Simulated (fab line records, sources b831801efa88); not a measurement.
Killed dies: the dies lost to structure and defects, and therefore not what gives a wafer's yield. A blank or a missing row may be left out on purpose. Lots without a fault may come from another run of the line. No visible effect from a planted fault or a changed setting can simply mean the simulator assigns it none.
What tool caused it?    flow sky130    Sampling: 11 lots, 32 wafers, 5 of 708 route steps

WHAT THE GAUGES READ, wafer by wafer
SKY_CAPM_THK_MEAS_01.
lot   measured      on             CAPM_CVD_00_THK (nm)
L251  day 37 01:59  film-metro-02  15.71 15.76 15.78
L254  day 37 15:41  film-metro-01  15.61 15.35 16.10
L255  day 38 03:54  film-metro-04  15.75 15.44 16.15
L256  day 38 09:32  film-metro-01  15.18 15.59 15.79
L257  day 38 10:55  film-metro-04  15.31 15.60 15.60
L258  day 38 16:35  film-metro-04  15.66 15.81 15.62
L266  day 41 09:00  film-metro-01  19.13 16.09
L270  day 42 07:44  film-metro-02  19.28 15.67 16.02
L271  day 42 15:46  film-metro-04  15.32 15.88 15.48
L272  day 42 17:13  film-metro-02  15.60 15.56 15.57
L273  day 43 03:51  film-metro-01  15.80 15.69 15.71

EACH LOT AND THE TOOL THAT RAN IT (in order: tool; ch and the chambers of the sampled wafers; start)
lot   SKY_CONTACT_CVD_24             SKY_METAL1_SPUTTER_02         SKY_VIA2_SPUTTER_20           SKY_CAPM_CVD_00
L251  cvd-w-01 ch 0,1, day 32 08:49  pvd-sputter-01, day 32 09:25  pvd-sputter-03, day 37 01:05  pecvd-04 ch 0,1,2, day 37 01:56
L254  cvd-w-02 ch 0,1, day 33 01:06  pvd-sputter-02, day 33 01:44  pvd-sputter-04, day 37 14:50  pecvd-04 ch 1,2, day 37 15:39
L255  cvd-w-02 ch 1, day 33 11:52    pvd-sputter-04, day 33 12:30  pvd-sputter-04, day 38 02:55  pecvd-02 ch 0,1,2, day 38 03:53
L256  cvd-w-01 ch 0,1, day 33 16:45  pvd-sputter-01, day 33 17:21  pvd-sputter-04, day 38 08:40  pecvd-04 ch 1,2, day 38 09:30
L257  cvd-w-01 ch 0,1, day 33 20:10  pvd-sputter-01, day 33 20:48  pvd-sputter-01, day 38 10:03  pecvd-01 ch 0,1,2, day 38 10:52
L258  cvd-w-01 ch 0, day 34 00:46    pvd-sputter-02, day 34 01:24  pvd-sputter-04, day 38 15:44  pecvd-02 ch 0,1,2, day 38 16:33
L266  cvd-w-01 ch 0,1, day 36 21:24  pvd-sputter-01, day 36 22:00  pvd-sputter-03, day 41 07:47  pecvd-02 ch 1,2, day 41 08:58
L270  cvd-w-01 ch 0,1, day 37 21:40  pvd-sputter-04, day 37 22:18  pvd-sputter-03, day 42 06:53  pecvd-02 ch 1,2, day 42 07:43
L271  cvd-w-01 ch 0, day 38 07:13    pvd-sputter-02, day 38 07:58  pvd-sputter-04, day 42 14:53  pecvd-01 ch 0,1, day 42 15:44
L272  cvd-w-01 ch 0, day 38 08:50    pvd-sputter-04, day 38 09:35  pvd-sputter-04, day 42 16:21  pecvd-04 ch 0,1,2, day 42 17:11
L273  cvd-w-01 ch 1, day 38 19:37    pvd-sputter-01, day 38 20:15  pvd-sputter-04, day 43 02:58  pecvd-04 ch 0,1, day 43 03:49
- SKY_CONTACT_CVD_24: deposits W, target thk 340 nm, time 102.12 s.
- SKY_METAL1_SPUTTER_02: material AlCu, target thk 250 nm, time 13.3 s.
- SKY_VIA2_SPUTTER_20: material TiN, target thk 20 nm, time 80 s.
- SKY_CAPM_CVD_00: deposits SiO2, target thk 15.5 nm.

THE ANSWER, worked out from the rows above alone
Rule: what is usual is taken from the lots themselves. The widest of any qualifying gaps counts: lots, ordered by their means at a reading, are off when they make up no more than a third of the lots, leave a main group of 4 or more, and stand apart from it by 3 or more times the standard deviation of that group's means. If all means in a main group match to the digits the tables above print for the reading, that group is not used. A lot without any number at a reading at which 4 lots or more have one is off too. The other lots that the step has rows for count as sound.
Off: L266, L270, at SKY_CAPM_THK_MEAS_01 (CAPM_CVD_00_THK). The main group has a mean of 15.65 nm with a standard deviation of 0.099.
A tool fits if, at a process step before that reading, it ran every lot that is off, and no sound lot after the first of them. Gauges at SKY_CAPM_THK_MEAS_01: tried the same way as those tools. 2 tools fit, pvd-sputter-03 at SKY_VIA2_SPUTTER_20 and pecvd-02 at SKY_CAPM_CVD_00, so this cannot tell which one it is.

WHAT THE SIMULATOR HAD PUT IN
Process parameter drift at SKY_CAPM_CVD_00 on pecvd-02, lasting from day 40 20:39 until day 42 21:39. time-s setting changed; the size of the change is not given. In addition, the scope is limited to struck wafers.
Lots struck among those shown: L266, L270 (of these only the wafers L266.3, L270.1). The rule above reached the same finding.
